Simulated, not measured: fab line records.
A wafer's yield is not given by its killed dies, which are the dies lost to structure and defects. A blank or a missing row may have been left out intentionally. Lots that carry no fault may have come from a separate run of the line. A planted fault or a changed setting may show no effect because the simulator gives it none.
fab line records | flow sky130
[record] lots = 15 | wafers = 43 | lastDay = 52
route steps=708 shown METAL2@486 VIA2@515 CAPM@537
lots with no fault: from the same line, run without faults
startH: hours from the record's opening day to when the first of the lot's shown wafers began | waitH: hours from the lot's prior step to this one | " unchanged from the row above | L1.1+2: several wafers, shown together as one row | - no value present, or no start provided | * or withheld: withheld | < > ~ a bound
route shown NAME@n: NAME is a module with steps in the file, n the number in the route of the first one | usual: mean/standard deviation of fault-free wafers | same: alike in all rows | chamber/n: place in a boat | sites: the reading at each site | _std_site: standard deviation across them | _edge_site: outer sites' mean less inner sites' | radiusMm: how far each site lies from the wafer's centre | mask NAME#n: copy n | behind: the tool/chamber that last shaped the wafer | hold: why the lot went on hold/how many hours it stayed there/how the hold came to an end | device: which transistor (n, p or np) failed to switch | end of line: at the end of the route, the tests of the same wafers | step lacking rows: just its recipe | killed: count of dies lost to structure and defects at first sort (not the wafer's yield) | map: a wafer's dies, x killed, . not, _ none there
set.NAME: the setting the step ran with; set.NAME@STEP: the setting that earlier step ran with | model.NAME: the simulator's own value behind a step, which no gauge read
steps of the route over a sample of lots; a table a step, a row a wafer
services: from which hour (startH, from the record's first day; less than 0 if before it) a tool's chamber was out of use, for how many hours, and why
[[steps]]
[step SKY_METAL2_SPUTTER_03]
[recipe] material = Ti | targetThkNm = 5 | powerW = 3000 | timeS = 3.3 | chamberPressurePa = 0.4
[usual] throttleValvePct = 29.4/0.98
lot.wafer | tool          | chamber | startH  | waitH | throttleValvePct
L845.1    | pvdSputter-02 | -       | 832.86  | 0.0   | 29.9
L845.3    | "             | -       | "       | "     | 30.4
L845.5    | "             | -       | "       | "     | 29.8
L846.1    | pvdSputter-01 | -       | 836.44  | 0.0   | 29.1
L846.4    | "             | -       | "       | "     | 29.7
L846.5    | "             | -       | "       | "     | 28.3
L847.2    | pvdSputter-02 | -       | 840.59  | 0.0   | 30.0
L847.4    | "             | -       | "       | "     | 30.1
L847.5    | "             | -       | "       | "     | 30.2
L848.2    | pvdSputter-01 | -       | 850.66  | 0.0   | 27.8
L848.3    | "             | -       | "       | "     | 29.2
L848.6    | "             | -       | "       | "     | 29.4
L849.2    | pvdSputter-02 | -       | 852.21  | 0.0   | 28.5
L849.4    | "             | -       | "       | "     | 29.7
L849.6    | "             | -       | "       | "     | 30.4
L851.1    | pvdSputter-02 | -       | 856.34  | 0.0   | 30.0
L851.2    | "             | -       | "       | "     | 30.7
L851.4    | "             | -       | "       | "     | 28.5
L854.2    | pvdSputter-01 | -       | 856.43  | 0.0   | 28.8
L854.4    | "             | -       | "       | "     | 29.3
L854.6    | "             | -       | "       | "     | 28.1
L853.1    | pvdSputter-02 | -       | 856.78  | 0.0   | 29.8
L853.4    | "             | -       | "       | "     | 28.2
L853.5    | "             | -       | "       | "     | 30.1
L859.2    | pvdSputter-04 | -       | 985.67  | 0.0   | 29.0
L859.4    | "             | -       | "       | "     | 29.6
L859.5    | "             | -       | "       | "     | 29.5
L860.3    | pvdSputter-02 | -       | 997.92  | 0.0   | 30.6
L860.4    | "             | -       | "       | "     | 30.2
L860.5    | "             | -       | "       | "     | 30.0
L864.1    | pvdSputter-01 | -       | 998.87  | 0.0   | 28.9
L864.3    | "             | -       | "       | "     | 30.1
L864.5    | "             | -       | "       | "     | 28.5
L862.3    | pvdSputter-01 | -       | 1001.70 | 0.0   | 28.7
L862.4    | "             | -       | "       | "     | 29.8
L865.1    | pvdSputter-04 | -       | 1002.39 | 0.0   | 29.3
L865.3    | "             | -       | "       | "     | 32.6
L865.5    | "             | -       | "       | "     | 29.8
L861.3    | pvdSputter-01 | -       | 1003.54 | 0.0   | 29.8
L861.4    | "             | -       | "       | "     | 27.9
L868.1    | pvdSputter-01 | -       | 1007.23 | 0.0   | 29.0
L868.3    | "             | -       | "       | "     | 29.7
L868.4    | "             | -       | "       | "     | 28.0
[step SKY_METAL2_DESCUM_17]
[recipe] chemistry = O2 | sourcePowerW = 150 | biasPowerW = 0 | pressureMtorr = 10 | tempC = 40 | timeS = 8
[usual] drypumpMotorCurrentA = 5.5/0.35 | oesProductAu = 0.997/0.014
[same] biasPowerW = 0
lot.wafer | tool        | chamber | startH  | waitH | drypumpMotorCurrentA | oesProductAu | rfHoursCounterH
L845.1    | rieMetal-04 | 0       | 859.50  | 0.0   | 5.9                  | 0.979        | 5
L845.3    | "           | 0       | "       | "     | 5.9                  | 0.991        | -
L845.5    | "           | 1       | "       | "     | 5.7                  | 1.016        | -
L846.1    | rieMetal-02 | 0       | 863.77  | 0.0   | 5.9                  | 0.984        | 9
L846.4    | "           | 1       | "       | "     | 5.5                  | 1.021        | -
L846.5    | "           | 0       | "       | "     | 5.9                  | 0.992        | -
L847.2    | rieMetal-02 | 0       | 867.58  | 0.0   | 5.9                  | 0.995        | 9
L847.4    | "           | 0       | "       | "     | 5.9                  | 0.995        | -
L847.5    | "           | 1       | "       | "     | 5.5                  | 1.014        | -
L848.2    | rieMetal-02 | 0       | 877.97  | 0.0   | 5.9                  | 0.981        | 9
L848.3    | "           | 0       | "       | "     | 5.9                  | 0.988        | -
L848.6    | "           | 1       | "       | "     | 5.5                  | 1.020        | -
L849.2    | rieMetal-03 | 0       | 879.64  | 0.0   | 5.7                  | 1.013        | -
L849.4    | "           | 0       | "       | "     | 5.7                  | 1.017        | -
L849.6    | "           | 0       | "       | "     | 5.7                  | 1.022        | -
L851.1    | rieMetal-02 | 1       | 883.75  | 0.0   | 5.5                  | 1.007        | 13
L851.2    | "           | 0       | "       | "     | 5.9                  | 0.987        | 10
L851.4    | "           | 1       | "       | "     | 5.5                  | 1.014        | -
L854.2    | rieMetal-03 | 1       | 883.97  | 0.0   | 5.0                  | 0.988        | 13
L854.4    | "           | 0       | "       | "     | 5.7                  | 1.019        | -
L854.6    | "           | 1       | "       | "     | 5.0                  | 1.002        | -
L853.1    | rieMetal-02 | 0       | 884.32  | 0.0   | 5.9                  | 0.992        | 10
L853.4    | "           | 0       | "       | "     | 5.9                  | 0.996        | -
L853.5    | "           | 0       | "       | "     | 5.9                  | 0.978        | -
L859.2    | rieMetal-03 | 1       | 1011.33 | 0.0   | 5.0                  | 0.980        | 20
L859.4    | "           | 1       | "       | "     | 5.0                  | 0.981        | -
L859.5    | "           | 1       | "       | "     | 5.0                  | 0.987        | -
L860.3    | rieMetal-03 | 1       | 1023.10 | 0.0   | 5.0                  | 0.987        | -
L860.4    | "           | 1       | "       | "     | 5.0                  | 0.977        | -
L860.5    | "           | 1       | "       | "     | 5.0                  | 0.978        | -
L864.1    | rieMetal-02 | 0       | 1023.55 | 0.0   | 5.9                  | 0.986        | 18
L864.3    | "           | 0       | "       | "     | 5.9                  | 0.986        | -
L864.5    | "           | 0       | "       | "     | 5.9                  | 0.993        | -
L862.3    | rieMetal-04 | 0       | 1027.91 | 0.0   | 5.9                  | 0.985        | -
L862.4    | "           | 1       | "       | "     | 5.7                  | 1.019        | -
L865.1    | rieMetal-03 | 1       | 1028.08 | 0.0   | 5.0                  | 0.991        | 22
L865.3    | "           | 1       | "       | "     | 5.0                  | 0.988        | -
L865.5    | "           | 1       | "       | "     | 5.0                  | 0.997        | -
L861.3    | rieMetal-04 | 1       | 1028.44 | 0.0   | 5.7                  | 1.018        | -
L861.4    | "           | 0       | "       | "     | 5.9                  | 0.989        | -
L868.1    | rieMetal-03 | 1       | 1032.45 | 0.0   | 5.0                  | 0.995        | 23
L868.3    | "           | 1       | "       | "     | 5.0                  | 1.001        | -
L868.4    | "           | 0       | "       | "     | 5.7                  | 1.003        | -
[step SKY_VIA2_SOFTBAKE_08]
[recipe] tempC = 100 | timeS = 90 | resist = KrF-thick
[usual] heaterPowerTotalW = 57.35/0.11 | runLengthS = 119.27/0.22
lot.wafer | tool          | chamber | startH | waitH | heaterPowerTotalW | runLengthS
L845.1    | lithoTrack-03 | 0       | 873    | -     | 57.21             | 119.15
L845.3    | "             | 0       | "      | "     | 57.23             | 119.22
L845.5    | "             | 0       | "      | "     | 57.28             | 119.29
L846.1    | lithoTrack-02 | 0       | 878    | -     | 57.22             | 119.40
L846.4    | "             | 0       | 879    | -     | 57.41             | 119.48
L846.5    | "             | 0       | "      | "     | 57.46             | 119.50
L847.2    | lithoTrack-03 | 0       | 883    | -     | 57.42             | 119.20
L847.4    | "             | 0       | "      | "     | 57.41             | 119.52
L847.5    | "             | 0       | "      | "     | 57.37             | 119.30
L848.2    | lithoTrack-02 | 0       | 893    | -     | 57.37             | 119.54
L848.3    | "             | 0       | "      | "     | 57.52             | 119.33
L848.6    | "             | 0       | "      | "     | 57.35             | 119.34
L849.2    | lithoTrack-02 | 0       | 894    | -     | 57.38             | 119.36
L849.4    | "             | 0       | "      | "     | 57.38             | 119.43
L849.6    | "             | 0       | "      | "     | 57.29             | 119.34
L851.1    | lithoTrack-01 | 0       | 897    | -     | 57.56             | 119.04
L851.2    | "             | 0       | "      | "     | 57.20             | 118.86
L851.4    | "             | 0       | "      | "     | 57.56             | 119.09
L854.2    | lithoTrack-03 | 0       | 898    | -     | 57.35             | 119.20
L854.4    | "             | 0       | "      | "     | 57.47             | 119.28
L854.6    | "             | 0       | "      | "     | 57.57             | 119.57
L853.1    | lithoTrack-02 | 0       | 898    | -     | 57.46             | 119.70
L853.4    | "             | 0       | "      | "     | 57.54             | 119.48
L853.5    | "             | 0       | "      | "     | 57.39             | 119.50
L859.2    | lithoTrack-03 | 0       | 1025   | -     | 57.42             | 119.39
L859.4    | "             | 0       | "      | "     | 57.20             | 119.37
L859.5    | "             | 0       | "      | "     | 57.24             | 119.32
L860.3    | lithoTrack-03 | 0       | 1036   | -     | 88.29             | 52.10
L860.4    | "             | 0       | "      | "     | 88.47             | 52.29
L860.5    | "             | 0       | "      | "     | 57.38             | 119.22
L862.3    | lithoTrack-03 | 0       | 1041   | -     | 88.55             | 51.98
L862.4    | "             | 0       | "      | "     | 88.64             | 52.12
L865.1    | lithoTrack-02 | 0       | 1041   | -     | 57.16             | 119.56
L865.3    | "             | 0       | "      | "     | 57.41             | 119.56
L865.5    | "             | 0       | "      | "     | 57.31             | 119.65
L861.3    | lithoTrack-03 | 0       | 1041   | -     | 88.07             | 51.98
L861.4    | "             | 0       | 1042   | -     | 88.34             | 51.99
L868.1    | lithoTrack-01 | 0       | 1046   | -     | 57.56             | 119.05
L868.3    | "             | 0       | "      | "     | 57.19             | 119.03
L868.4    | "             | 0       | "      | "     | 57.58             | 118.86
L864.1    | lithoTrack-02 | 0       | 1048   | -     | 57.19             | 119.56
L864.3    | "             | 0       | "      | "     | 57.39             | 119.41
L864.5    | "             | 0       | "      | "     | 57.38             | 119.40
[step SKY_CAPM_CVD_00]
[recipe] material = SiO2 | targetThkNm = 15.5 | tempC = 400 | timeS = withheld | rfW = 450
[usual] heaterPowerW = 669/77
lot.wafer | tool     | chamber | startH  | waitH | heaterPowerW
L845.1    | pecvd-02 | 2       | 889.73  | 0.0   | 656
L845.3    | "        | 1       | "       | "     | 706
L845.5    | "        | 0       | "       | "     | 661
L846.1    | pecvd-03 | 0       | 894.55  | 0.0   | 703
L846.4    | "        | 2       | "       | "     | 714
L846.5    | "        | 0       | "       | "     | 708
L847.2    | pecvd-02 | 2       | 898.47  | 0.0   | 708
L847.4    | "        | 0       | "       | "     | 768
L847.5    | "        | 1       | "       | "     | 676
L848.2    | pecvd-01 | 0       | 908.34  | 0.0   | 643
L848.3    | "        | 1       | "       | "     | 602
L848.6    | "        | 2       | "       | "     | 595
L849.2    | pecvd-03 | 0       | 909.11  | 0.0   | 605
L849.4    | "        | 2       | "       | "     | 840
L849.6    | "        | 1       | "       | "     | 740
L851.1    | pecvd-01 | 1       | 912.66  | 0.0   | 595
L851.2    | "        | 2       | "       | "     | 488
L851.4    | "        | 2       | "       | "     | 503
L854.2    | pecvd-03 | 2       | 913.21  | 0.0   | 818
L854.4    | "        | 1       | "       | "     | 733
L854.6    | "        | 2       | "       | "     | 802
L853.1    | pecvd-02 | 2       | 913.56  | 0.0   | 696
L853.4    | "        | 0       | "       | "     | 664
L853.5    | "        | 1       | "       | "     | 598
L859.2    | pecvd-02 | 2       | 1038.51 | 0.0   | 634
L859.4    | "        | 0       | "       | "     | 732
L859.5    | "        | 2       | "       | "     | 626
L860.3    | pecvd-02 | 1       | 1050.28 | 0.0   | 581
L860.4    | "        | 1       | "       | "     | 596
L860.5    | "        | 2       | "       | "     | 667
L862.3    | pecvd-02 | 2       | 1054.90 | 0.0   | 683
L862.4    | "        | 2       | "       | "     | 714
L865.1    | pecvd-03 | 0       | 1055.58 | 0.0   | 594
L865.3    | "        | 2       | "       | "     | 863
L865.5    | "        | 2       | "       | "     | 851
L861.3    | pecvd-01 | 1       | 1055.87 | 0.0   | 656
L861.4    | "        | 1       | "       | "     | 646
L868.1    | pecvd-01 | 0       | 1059.93 | 0.0   | 660
L868.3    | "        | 2       | "       | "     | 587
L868.4    | "        | 0       | "       | "     | 667
L864.1    | pecvd-01 | 0       | 1061.52 | 0.0   | 699
L864.3    | "        | 2       | "       | "     | 486
L864.5    | "        | 2       | "       | "     | 494
[[services]]
tool          | chamber | startH  | hours | kind
rieMetal-02   | -       | 831.80  | 1.4   | pm
pecvd-01      | -       | 848.39  | 5.5   | pm
rieMetal-03   | 1       | 852.96  | 27.5  | repair
rieMetal-04   | 0       | 860.98  | 3.8   | repair
pecvd-03      | 1       | 867.07  | 11.2  | repair
pecvd-01      | -       | 904.11  | 2.3   | repair
rieMetal-02   | -       | 918.26  | 0.2   | repair
pvdSputter-02 | -       | 937.61  | 0.6   | repair
pvdSputter-04 | -       | 938.79  | 2.2   | repair
pecvd-03      | 2       | 949.26  | 9.5   | repair
pecvd-03      | -       | 973.28  | 0.7   | repair
pvdSputter-02 | -       | 980.89  | 4.8   | repair
pvdSputter-01 | -       | 990.40  | 2.7   | repair
rieMetal-04   | -       | 996.06  | 2.8   | pm
pecvd-03      | -       | 999.59  | 0.7   | repair
rieMetal-02   | 1       | 1010.18 | -     | clean
rieMetal-02   | 1       | 1010.18 | 25.5  | scheduledDown
rieMetal-02   | 1       | 1010.18 | 25.5  | ventCycle
rieMetal-03   | 0       | 1016.75 | 12.1  | repair
pvdSputter-02 | -       | 1016.92 | 1.2   | repair
rieMetal-02   | -       | 1017.20 | 0.5   | repair
pvdSputter-04 | -       | 1035.67 | 1.0   | repair
rieMetal-03   | 1       | 1056.78 | -     | clean
rieMetal-03   | 1       | 1056.78 | 20.1  | scheduledDown
[[key]]
[firstSign] step = SKY_VIA2_SOFTBAKE_08 | reading = runLengthS | direction = down | sigmas = 99+ | usual = * | struck = *
[effect] step = SKY_VIA2_SOFTBAKE_08 | reading = heaterPowerTotalW | direction = up | sigmas = 99+ | usual = * | struck = *
metAt SKY_VIA2_SOFTBAKE_08
struckLots L860,L861,L862
struckWafers L860.3,L860.4,L861.3,L861.4,L862.3,L862.4
sortLeftOut L861.3,L861.4,L862.3,L862.4
notActingAt SKY_METAL2_SPUTTER_03,SKY_METAL2_DESCUM_17,SKY_CAPM_CVD_00
onsetBetween 1025 1036
[fault] kind = processParameterDrift | tool = lithoTrack-03 | chamber = - | onsetH = 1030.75 | steps = SKY_VIA2_SOFTBAKE_08 | channel = timeS | offset = * | shape = step | endH = 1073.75 | scope = struckWafersOnly | actsIn = * | stated = *
// sortLeftOut: the simulated sort isn't trusted on such a fault, so these wafers' sort isn't shown, and their yield isn't known
